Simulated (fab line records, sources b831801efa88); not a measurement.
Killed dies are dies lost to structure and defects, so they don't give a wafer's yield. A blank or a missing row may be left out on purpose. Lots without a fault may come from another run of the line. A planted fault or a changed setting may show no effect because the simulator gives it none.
Split-lot experiment | flow sfq_line | 5 lots, 23 wafers read, on a route of 325 steps

THE SPLIT
At SFQ_TRILAYER_M1_LITHO_PEB_042 (peb time 60 s), the setting peb_temp_c was moved away from the recipe's 115 C on 7 of the 23 wafers read, by -2.3% to +1.7%. The other wafers ran this setting at the recipe's value.

FROM THE SPLIT TO THE READING: what the file shows between them, 1 step
- SFQ_TRILAYER_M1_LITHO_DEVELOP_041: time 60 s

THE READING
M1.cd_nm (the simulator's own value, which no gauge read), in nm, at SFQ_TRILAYER_M1_BARC_OPEN_METAL_ETCH_054 (etches BARC in O2, target depth 125 nm, time 41.7 s). The file gives no usual value for it. The 16 wafers here that ran the recipe average 498.7 nm, standard deviation 1.4 nm.

wafer  | tool, chamber at the split | peb_temp_c as run, C | against the recipe | M1.cd_nm, nm | against lot-mates on the recipe
L078.1 | litho_track-03, 0          | 115                  | recipe             | 499.5        | -
L078.2 | litho_track-03, 0          | 115                  | recipe             | 498.5        | -
L078.3 | litho_track-03, 0          | 115                  | recipe             | 499.2        | -
L078.4 | litho_track-03, 0          | 115                  | recipe             | 499          | -
L078.5 | litho_track-03, 0          | 115                  | recipe             | 500.8        | -
L079.1 | litho_track-03, 0          | 115                  | recipe             | 500.3        | -
L079.4 | litho_track-03, 0          | 115                  | recipe             | 499.4        | -
L079.5 | litho_track-03, 0          | 115                  | recipe             | 499          | -
L080.1 | litho_track-02, 0          | 115                  | recipe             | 499          | -
L080.5 | litho_track-02, 0          | 115                  | recipe             | 499          | -
L080.2 | litho_track-02, 0          | 115                  | recipe             | 495.8        | -
L080.3 | litho_track-02, 0          | 116.8                | +1.6%              | 465.8        | -32.1
L080.6 | litho_track-02, 0          | 116.8                | +1.6%              | 466          | -31.9
L084.1 | litho_track-01, 0          | 116.9                | +1.7%              | 467.8        | -31.7
L084.2 | litho_track-01, 0          | 116.9                | +1.7%              | 469.1        | -30.4
L084.3 | litho_track-01, 0          | 115                  | recipe             | 499.3        | -
L084.4 | litho_track-01, 0          | 115                  | recipe             | 499.6        | -
L084.5 | litho_track-01, 0          | 116.9                | +1.7%              | 468.4        | -31.1
L085.1 | litho_track-03, 0          | 112.4                | -2.3%              | 546.8        | +49.8
L085.2 | litho_track-03, 0          | 115                  | recipe             | 497.6        | -
L085.3 | litho_track-03, 0          | 115                  | recipe             | 497.7        | -
L085.4 | litho_track-03, 0          | 115                  | recipe             | 495.6        | -
L085.5 | litho_track-03, 0          | 112.4                | -2.3%              | 547.1        | +50.1

THE FIT
A straight line over all 23 wafers: M1.cd_nm changes by -20.3 nm for each +1% of peb_temp_c; r = -1.00; the points scatter about the line by 1.8 nm.
The same after taking each lot's own level away (the mean of its wafers on the recipe; 23 wafers): -20.7 nm for each +1%; r = -1.00; scatter 1.6 nm.
On that fit, the largest move of peb_temp_c shifts the reading by 47 nm.
The lots' own levels span 496.97 to 499.57 nm, that is 1.9 times the standard deviation above.
So the lot-to-lot level changes the slope little: the two slopes agree.
Check: with one of the wafers moved furthest among these (-2.3%) left out of the fit, the line predicts +46.5 nm for it against its lot-mates. It came out at +49.8 nm against them.

OTHER SPLITS ON THESE WAFERS
These wafers also went through other splits before the reading. Each is held against what the fit with the lots' levels taken away leaves over:
other split on the same wafers                      | wafers away from the commonest value | r with M1.cd_nm (lot level and that fit taken away)
SFQ_TRILAYER_L0_DEP_SPUTTER_003 time_s              | 7                                    | +0.18
SFQ_TRILAYER_L0_ETCH_METAL_ETCH_008 bias_w          | 9                                    | +0.10
SFQ_TRILAYER_L0_CAP_PECVD_011 time_s                | 10                                   | +0.10
SFQ_TRILAYER_L0_VIA_LITHO_PEB_016 peb_temp_c        | 7                                    | -0.24
SFQ_TRILAYER_M0_LITHO_PEB_024 peb_temp_c            | 8                                    | +0.49
SFQ_TRILAYER_M0_ETCH_METAL_ETCH_024 bias_w          | 8                                    | +0.26
SFQ_TRILAYER_I0_VIA_LITHO_COAT_036 resist_thk_nm    | 8                                    | +0.35
SFQ_TRILAYER_I0_VIA_BARC_OPEN_VIA_ETCH_046 source_w | 11                                   | +0.11

THE FILE'S OWN FIT
M1.cd_nm changes by -20.8 nm for each +1% of peb_temp_c, r = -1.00.
